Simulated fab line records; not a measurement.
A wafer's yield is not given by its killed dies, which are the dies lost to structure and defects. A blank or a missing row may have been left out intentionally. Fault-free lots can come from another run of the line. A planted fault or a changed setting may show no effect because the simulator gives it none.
Matching of chambers + flow sfqLine + SFQ_TRILAYER_I2_VIA_BARC_OPEN_VIA_ETCH_096 on rieDiel-02 has 4 sister chambers
The step etches BARC in O2, target depth 125 nm, time 41.7 s. 4 wafers are shown with their chamber, then 8 later ones without.

== WAFERS PAIRED WITH THEIR CHAMBERS ==
| wafer  | chamber | drypumpMotorCurrentA (A) |
|--------|---------|--------------------------|
| L247.3 | 0       | 5.8                      |
| L255.3 | 3       | 5.6                      |
| L255.4 | 1       | 5.4                      |
| L257.1 | 2       | 6.0                      |

== WAFERS WITH NO CHAMBER GIVEN ==
| wafer  | drypumpMotorCurrentA (A) |
|--------|--------------------------|
| L257.3 | 5.8                      |
| L257.5 | 5.8                      |
| L261.3 | 5.6                      |
| L261.4 | 6.0                      |
| L261.6 | 5.5                      |
| L265.1 | 5.8                      |
| L265.2 | 5.6                      |
| L265.3 | 5.5                      |

== EACH ONE'S CHAMBER ==
| wafer  | from the rows above     | in truth |
|--------|-------------------------|----------|
| L257.3 | 0                       | 0        |
| L257.5 | 0                       | 0        |
| L261.3 | 3                       | 3        |
| L261.4 | 2                       | 2        |
| L261.6 | can't be placed: 1 or 3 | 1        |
| L265.1 | 0                       | 0        |
| L265.2 | 3                       | 3        |
| L265.3 | can't be placed: 1 or 3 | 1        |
Placed correctly: 6 of 8. Can't be placed from these rows: 2 (the true chamber is among the candidates in 2). 0 placed wrongly.
How it was worked out, from the rows above alone: a wafer's distance from a chamber is the root of the sum, over the readings, of the square of ((its reading less the chamber's mean) divided by the reading's scatter). If the next closest chamber is less than 2 further off than the closest, the wafer can't be placed; otherwise it belongs to the closest. Each chamber's mean is taken over the wafers shown for it. The scatter: root of mean squared gap, hidden wafer to nearest shown wafer, with one shown wafer a chamber.
